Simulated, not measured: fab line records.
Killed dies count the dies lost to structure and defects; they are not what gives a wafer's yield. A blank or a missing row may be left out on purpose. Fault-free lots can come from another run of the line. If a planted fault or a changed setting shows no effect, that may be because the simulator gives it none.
Which of the tools did it? || flow gf180mcu || 42 wafers from 14 lots sampled at 5 of the route's 602 steps

== WHAT THE GAUGES READ, wafer by wafer ==
GF_VT_IMPLANT_OVL_MEAS_29.
{"lot": "L393", "measured": "day 6 21:27", "on": "overlay-02", "VT_IMPLANT_02_OVL (nm)": "-0.5 -1.4 0.1"}
{"lot": "L394", "measured": "day 7 03:05", "on": "overlay-02", "VT_IMPLANT_02_OVL (nm)": "-0.9 -0.4 -1.4"}
{"lot": "L396", "measured": "day 7 14:36", "on": "overlay-02", "VT_IMPLANT_02_OVL (nm)": "0.8 0.9 0.2"}
{"lot": "L397", "measured": "day 7 21:17", "on": "overlay-02", "VT_IMPLANT_02_OVL (nm)": "1.7 0.2 0.9"}
{"lot": "L398", "measured": "day 8 07:41", "on": "overlay-01", "VT_IMPLANT_02_OVL (nm)": "-1.2 -0.6 -0.8"}
{"lot": "L400", "measured": "day 8 19:35", "on": "overlay-01", "VT_IMPLANT_02_OVL (nm)": "-4.4 -3.1 -2.9"}
{"lot": "L402", "measured": "day 9 08:19", "on": "overlay-01", "VT_IMPLANT_02_OVL (nm)": "1.6 -0.1 0.9"}
{"lot": "L403", "measured": "day 9 21:34", "on": "overlay-01", "VT_IMPLANT_02_OVL (nm)": "0.6 -0.6 0.3"}
{"lot": "L405", "measured": "day 10 03:57", "on": "overlay-01", "VT_IMPLANT_02_OVL (nm)": "-1.5 -2.0 -0.5"}
{"lot": "L406", "measured": "day 10 09:26", "on": "overlay-01", "VT_IMPLANT_02_OVL (nm)": "-0.7 -1.6 -1.9"}
{"lot": "L407", "measured": "day 10 14:49", "on": "overlay-02", "VT_IMPLANT_02_OVL (nm)": "2.3 0.7 1.1"}
{"lot": "L410", "measured": "day 11 10:14", "on": "overlay-01", "VT_IMPLANT_02_OVL (nm)": "0.1 -1.1 0.1"}
{"lot": "L411", "measured": "day 11 16:53", "on": "overlay-01", "VT_IMPLANT_02_OVL (nm)": "-1.7 -0.8 -1.5"}
{"lot": "L414", "measured": "day 12 17:11", "on": "overlay-02", "VT_IMPLANT_02_OVL (nm)": "2.5 -0.6 -0.1"}

GF_VT_IMPLANT_OVL_MEAS_40.
{"lot": "L393", "measured": "day 7 12:39", "on": "overlay-01", "VT_IMPLANT_03_OVL (nm)": "-4.0 -4.8 -4.0"}
{"lot": "L394", "measured": "day 7 18:48", "on": "overlay-01", "VT_IMPLANT_03_OVL (nm)": "-3.6 -2.7 -1.4"}
{"lot": "L396", "measured": "day 8 06:36", "on": "overlay-02", "VT_IMPLANT_03_OVL (nm)": "2.2 -1.0 -2.0"}
{"lot": "L397", "measured": "day 8 13:20", "on": "overlay-01", "VT_IMPLANT_03_OVL (nm)": "-0.6 0.0 1.2"}
{"lot": "L398", "measured": "day 8 23:56", "on": "overlay-02", "VT_IMPLANT_03_OVL (nm)": "-1.1 0.0 1.3"}
{"lot": "L400", "measured": "day 9 12:54", "on": "overlay-02", "VT_IMPLANT_03_OVL (nm)": "0.8 0.7 0.4"}
{"lot": "L402", "measured": "day 10 01:55", "on": "overlay-01", "VT_IMPLANT_03_OVL (nm)": "-0.7 0.5 -1.2"}
{"lot": "L403", "measured": "day 10 15:29", "on": "overlay-01", "VT_IMPLANT_03_OVL (nm)": "1.0 0.4 -0.7"}
{"lot": "L405", "measured": "day 10 22:02", "on": "overlay-02", "VT_IMPLANT_03_OVL (nm)": "1.0 -0.9 0.9"}
{"lot": "L406", "measured": "day 11 03:26", "on": "overlay-01", "VT_IMPLANT_03_OVL (nm)": "-1.3 -0.6 0.4"}
{"lot": "L407", "measured": "day 11 08:41", "on": "overlay-02", "VT_IMPLANT_03_OVL (nm)": "-1.7 -0.5 -1.7"}
{"lot": "L410", "measured": "day 12 05:08", "on": "overlay-01", "VT_IMPLANT_03_OVL (nm)": "1.8 1.0 1.3"}
{"lot": "L411", "measured": "day 12 12:20", "on": "overlay-02", "VT_IMPLANT_03_OVL (nm)": "-0.2 0.5 -1.1"}
{"lot": "L414", "measured": "day 13 12:55", "on": "overlay-01", "VT_IMPLANT_03_OVL (nm)": "-1.3 0.4 -0.3"}

GF_VT_IMPLANT_TW_MEAS_43.
{"lot": "L393", "measured": "day 7 12:56", "on": "film-metro-02", "VT_IMPLANT_4_TW": "689 687 694"}
{"lot": "L394", "measured": "day 7 19:05", "on": "film-metro-04", "VT_IMPLANT_4_TW": "699 698 699"}
{"lot": "L396", "measured": "day 8 06:53", "on": "film-metro-01", "VT_IMPLANT_4_TW": "689 688 686"}
{"lot": "L397", "measured": "day 8 13:38", "on": "film-metro-04", "VT_IMPLANT_4_TW": "692 688 692"}
{"lot": "L398", "measured": "day 9 00:13", "on": "film-metro-04", "VT_IMPLANT_4_TW": "694 697 696"}
{"lot": "L400", "measured": "day 9 13:11", "on": "film-metro-02", "VT_IMPLANT_4_TW": "685 689 690"}
{"lot": "L402", "measured": "day 10 02:13", "on": "film-metro-01", "VT_IMPLANT_4_TW": "681 683 685"}
{"lot": "L403", "measured": "day 10 15:47", "on": "film-metro-04", "VT_IMPLANT_4_TW": "700 697 699"}
{"lot": "L405", "measured": "day 10 22:20", "on": "film-metro-04", "VT_IMPLANT_4_TW": "698 697 699"}
{"lot": "L406", "measured": "day 11 03:44", "on": "film-metro-01", "VT_IMPLANT_4_TW": "681 688 687"}
{"lot": "L407", "measured": "day 11 08:58", "on": "film-metro-02", "VT_IMPLANT_4_TW": "691 692 691"}
{"lot": "L410", "measured": "day 12 05:25", "on": "film-metro-02", "VT_IMPLANT_4_TW": "720 718 715"}
{"lot": "L411", "measured": "day 12 12:38", "on": "film-metro-01", "VT_IMPLANT_4_TW": "713 709 714"}
{"lot": "L414", "measured": "day 13 13:12", "on": "film-metro-01", "VT_IMPLANT_4_TW": "686 687 687"}

GF_HV_LDD_THK_MEAS_55.
{"lot": "L393", "measured": "day 12 09:56", "on": "film-metro-02", "HV_LDD_CVD_54_THK (nm)": "10.10 10.10 10.04"}
{"lot": "L394", "measured": "day 12 16:19", "on": "film-metro-02", "HV_LDD_CVD_54_THK (nm)": "9.87 9.81 9.74"}
{"lot": "L396", "measured": "day 13 05:38", "on": "film-metro-04", "HV_LDD_CVD_54_THK (nm)": "10.00 9.85 9.97"}
{"lot": "L397", "measured": "day 13 16:26", "on": "film-metro-03", "HV_LDD_CVD_54_THK (nm)": "10.03 9.99 10.09"}
{"lot": "L398", "measured": "day 14 05:56", "on": "film-metro-02", "HV_LDD_CVD_54_THK (nm)": "10.39 10.31 10.45"}
{"lot": "L400", "measured": "day 14 20:47", "on": "film-metro-04", "HV_LDD_CVD_54_THK (nm)": "10.20 10.17 10.22"}
{"lot": "L402", "measured": "day 15 09:23", "on": "film-metro-04", "HV_LDD_CVD_54_THK (nm)": "9.97 10.17 10.05"}
{"lot": "L403", "measured": "day 16 02:08", "on": "film-metro-04", "HV_LDD_CVD_54_THK (nm)": "10.14 10.13 10.03"}
{"lot": "L405", "measured": "day 16 09:49", "on": "film-metro-03", "HV_LDD_CVD_54_THK (nm)": "10.08 10.07 9.90"}
{"lot": "L406", "measured": "day 16 17:32", "on": "film-metro-02", "HV_LDD_CVD_54_THK (nm)": "9.95 9.82 9.92"}
{"lot": "L407", "measured": "day 17 02:04", "on": "film-metro-02", "HV_LDD_CVD_54_THK (nm)": "9.80 9.85 9.74"}
{"lot": "L410", "measured": "day 17 22:55", "on": "film-metro-02", "HV_LDD_CVD_54_THK (nm)": "10.01 10.08 10.03"}
{"lot": "L411", "measured": "day 18 09:07", "on": "film-metro-03", "HV_LDD_CVD_54_THK (nm)": "9.84 10.02 10.00"}
{"lot": "L414", "measured": "day 19 13:00", "on": "film-metro-03", "HV_LDD_CVD_54_THK (nm)": "10.08 9.96 10.12"}

== WHICH TOOL RAN EACH LOT (tool, then ch and the chambers of the sampled wafers, then the start) ==
{"lot": "L393", "GF_VT_IMPLANT_IMPLANT_41": "implanter-01 ch 0, day 7 12:42"}
{"lot": "L394", "GF_VT_IMPLANT_IMPLANT_41": "implanter-01 ch 0, day 7 18:51"}
{"lot": "L396", "GF_VT_IMPLANT_IMPLANT_41": "implanter-01 ch 0, day 8 06:39"}
{"lot": "L397", "GF_VT_IMPLANT_IMPLANT_41": "implanter-01 ch 0, day 8 13:23"}
{"lot": "L398", "GF_VT_IMPLANT_IMPLANT_41": "implanter-01 ch 0, day 8 23:59"}
{"lot": "L400", "GF_VT_IMPLANT_IMPLANT_41": "implanter-01 ch 0, day 9 12:57"}
{"lot": "L402", "GF_VT_IMPLANT_IMPLANT_41": "implanter-04 ch 0, day 10 01:58"}
{"lot": "L403", "GF_VT_IMPLANT_IMPLANT_41": "implanter-01 ch 0, day 10 15:34"}
{"lot": "L405", "GF_VT_IMPLANT_IMPLANT_41": "implanter-02 ch 0, day 10 22:06"}
{"lot": "L406", "GF_VT_IMPLANT_IMPLANT_41": "implanter-01 ch 0, day 11 03:30"}
{"lot": "L407", "GF_VT_IMPLANT_IMPLANT_41": "implanter-04 ch 0, day 11 08:43"}
{"lot": "L410", "GF_VT_IMPLANT_IMPLANT_41": "implanter-04 ch 0, day 12 05:10"}
{"lot": "L411", "GF_VT_IMPLANT_IMPLANT_41": "implanter-04 ch 0, day 12 12:24"}
{"lot": "L414", "GF_VT_IMPLANT_IMPLANT_41": "implanter-02 ch 0, day 13 13:00"}
- GF_VT_IMPLANT_IMPLANT_41

== AS READ BY THE TOOLS THEMSELVES (means over the sampled wafers that have a number; for cases with no such wafer, the mark the record gives instead) ==
GF_VT_IMPLANT_IMPLANT_41.
{"lot": "L393", "tool": "implanter-01", "dose-ions-cm2": 1.0135e+12, "end-station-pressure-torr (Torr)": 5.16e-06, "faraday-current-uA": 5.73}
{"lot": "L394", "tool": "implanter-01", "dose-ions-cm2": 1.0140e+12, "end-station-pressure-torr (Torr)": 4.92e-06, "faraday-current-uA": 5.67}
{"lot": "L396", "tool": "implanter-01", "dose-ions-cm2": 1.0145e+12, "end-station-pressure-torr (Torr)": 5.02e-06, "faraday-current-uA": 5.67}
{"lot": "L397", "tool": "implanter-01", "dose-ions-cm2": 1.0127e+12, "end-station-pressure-torr (Torr)": 5.02e-06, "faraday-current-uA": 5.66}
{"lot": "L398", "tool": "implanter-01", "dose-ions-cm2": 1.0120e+12, "end-station-pressure-torr (Torr)": 4.64e-06, "faraday-current-uA": 5.66}
{"lot": "L400", "tool": "implanter-01", "dose-ions-cm2": 1.0123e+12, "end-station-pressure-torr (Torr)": 5.05e-06, "faraday-current-uA": 5.66}
{"lot": "L402", "tool": "implanter-04", "dose-ions-cm2": 1.0129e+12, "end-station-pressure-torr (Torr)": 5.02e-06, "faraday-current-uA": 5.61}
{"lot": "L403", "tool": "implanter-01", "dose-ions-cm2": 1.0148e+12, "end-station-pressure-torr (Torr)": 4.90e-06, "faraday-current-uA": 5.74}
{"lot": "L405", "tool": "implanter-02", "dose-ions-cm2": 1.0129e+12, "end-station-pressure-torr (Torr)": 4.95e-06, "faraday-current-uA": 5.68}
{"lot": "L406", "tool": "implanter-01", "dose-ions-cm2": 1.0138e+12, "end-station-pressure-torr (Torr)": 4.93e-06, "faraday-current-uA": 5.64}
{"lot": "L407", "tool": "implanter-04", "dose-ions-cm2": 1.0129e+12, "end-station-pressure-torr (Torr)": 4.79e-06, "faraday-current-uA": 5.74}
{"lot": "L410", "tool": "implanter-04", "dose-ions-cm2": 1.1368e+12, "end-station-pressure-torr (Torr)": 4.93e-06, "faraday-current-uA": 6.51}
{"lot": "L411", "tool": "implanter-04", "dose-ions-cm2": 1.1355e+12, "end-station-pressure-torr (Torr)": 4.82e-06, "faraday-current-uA": 6.43}
{"lot": "L414", "tool": "implanter-02", "dose-ions-cm2": 1.0129e+12, "end-station-pressure-torr (Torr)": 4.80e-06, "faraday-current-uA": 5.68}

== THE ANSWER, worked out from the rows above alone ==
Rule: the lots themselves supply what counts as usual. Put in order of their means at a reading, lots are off if they are a third of the lots or fewer, leave a main group of 4 or more, and stand apart from it by a gap of 3 or more times the standard deviation of the main group's means; of several such gaps the widest counts. A main group whose means are all the same, to the digits that the tables above print for the reading, isn't used. Also off: a lot with no number at a reading for which 4 or more lots have one. The other lots that the step has rows for count as sound. The gauges are gone through in route order, then the tools' own readings, and for those a lot's mean is taken as printed above. At the first step where some lot is off, the reading lying furthest off is the one used; lots without a number count as furthest.
Off: L410, L411 (GF_VT_IMPLANT_IMPLANT_41, dose-ions-cm2). Main group: mean 1.0133e+12, sd 8.2e+08.
A tool fits if, at that step or a process step before it, it ran every lot that is off, and no sound lot after the first of them. One candidate fits, namely implanter-04 at GF_VT_IMPLANT_IMPLANT_41. A fault onset in the window from L407 (day 11 08:43, its last sound lot) to L410 (day 12 05:10, its first lot off) fits.
The tool's own readings at GF_VT_IMPLANT_IMPLANT_41 bear it out: on the lots that are off they differ by more than 5 times the standard deviation of the sound lots' means. dose-ions-cm2 reads 1.1362e+12 there against 1.0133e+12 on the sound lots; faraday-current-uA reads 6.47 there against 5.68 on the sound lots.

== WHAT HAD BEEN PUT IN BY THE SIMULATOR ==
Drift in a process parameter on implanter-04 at GF_VT_IMPLANT_IMPLANT_41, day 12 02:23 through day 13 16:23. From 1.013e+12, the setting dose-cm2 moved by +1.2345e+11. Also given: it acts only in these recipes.
Shown lots that were struck: L410, L411. The rule above found the same.
